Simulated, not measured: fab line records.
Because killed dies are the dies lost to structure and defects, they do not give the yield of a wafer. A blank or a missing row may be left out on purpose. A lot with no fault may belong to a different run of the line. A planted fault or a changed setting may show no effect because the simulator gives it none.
Problem report in the 8D (eight disciplines) form, filled by code | flow sky130 | the parts of the form that need people (team, actions taken, sign-off) are left out

## 1. PROBLEM STATEMENT
Wafers free of any fault read 6.97 ohm/sq (standard deviation 0.098) for CAP2M_TIN_RS at SKY_CAP2M_RS_MEAS_03, against a mean of 7.99 ohm/sq on 3 wafers of 3 lots. Relative to the usual mean, that is a shift of +10 standard deviations.
The step: measures by four-point-probe.
Earliest sighting: wafer L465.5 on filmMetro-03 at day 43 20:34. Wafers with a number at this step in the record: 38, from 13 lots. Rule for "out", or "out of limits": more than 4 standard deviations from the usual mean. Any other wafer with a number is counted as sound.

## 2. WHAT IT IS AND WHAT IT IS NOT
question                    | is                         | is not
which readings at this step | CAP2M_TIN_RS               | -
which lots                  | L465, L467, L469           | L450, L451, L453, L454, L455, L456, L457, L459, L472, L473
which wafers of those lots  | L465.5, L467.4, L469.4     | L465.1, L467.3, L467.6, L469.1, L469.3
read on which gauges        | filmMetro-01, filmMetro-03 | -
when                        | from day 43 20:34          | up to then (25 sound wafers); but 10 sound wafers of L467, L469, L472, L473 came after

## 3. SUSPECTS, AND WHAT RULES EACH OUT
Counting: any tool at a process step up to the reading remains a suspect provided it ran every lot that is out. Sound lots after the first of them don't rule it out here, since some wafers of a struck lot are sound.
- the gauge at SKY_CAP2M_RS_MEAS_03 is ruled out. 2 gauges (filmMetro-01, filmMetro-03) read the wafers that are out.
- pvdSputter-03 at SKY_CAP2M_SPUTTER_02 (material TiN, target thk 200 nm, time 166.7 s): kept. Ran every lot that is out, first one L465 (day 43 20:27); last sound lot up to then L455 (day 41 07:13).
Remaining after the count: pvdSputter-03 at SKY_CAP2M_SPUTTER_02.

## 4. THE CAUSE (what the simulator had put in)
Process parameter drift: pvdSputter-03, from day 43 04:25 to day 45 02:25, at SKY_CAP2M_SPUTTER_02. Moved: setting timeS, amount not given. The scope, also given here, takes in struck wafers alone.
The count eliminated every tool but this one.

## 5. SEQUENCE OF EFFECTS, ordered by route
Each row: a reading whose mean over the struck wafers that have a number lies more than 3 standard deviations from the usual. Only readings whose record carries a usual standard deviation are examined. hours: median over the lots of the time between each lot's start at the first step of this table that gives one and its start at this step. sigmas: the change, counted in usual standard deviations.
hours | step                    | reading          | usual       | on struck wafers | change | sigmas
0     | SKY_CAP2M_RS_MEAS_03    | CAP2M_TIN_RS     | 6.97 ohm/sq | 7.99             | +1.02  | +10
0     | SKY_CAP2M_THK_MEAS_04   | CAP2M_TIN_THK    | 197.8 nm    | 173.4            | -24.4  | -9.4
21    | SKY_CAP2M_METAL_ETCH_13 | oesProductAu     | 0.937 a.u.  | 0.869            | -0.068 | -7.6
21    | SKY_CAP2M_METAL_ETCH_13 | throttleValvePct | 21.904 %    | 21.952           | +0.048 | +4.4
Its process steps:
- SKY_CAP2M_METAL_ETCH_13: etches TiN in Cl2/BCl3, stops on SiO2, target depth 220 nm, time 62.9 s.

## 6. WHAT WOULD HAVE CAUGHT IT SOONER
The first out-of-limits reading at a measuring or inspecting step in this record came at day 43 20:34, 16 hours after the fault's start at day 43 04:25.
Tool readings at SKY_CAP2M_SPUTTER_02 with a usual standard deviation given in the record: none out on any struck wafer, hence no alarm at a limit of 4 standard deviations on them.
Among the 3 lots that are out, L467, L469 began SKY_CAP2M_SPUTTER_02 on pvdSputter-03 after day 43 20:34. A hold on the tool at that time would have spared those 2.
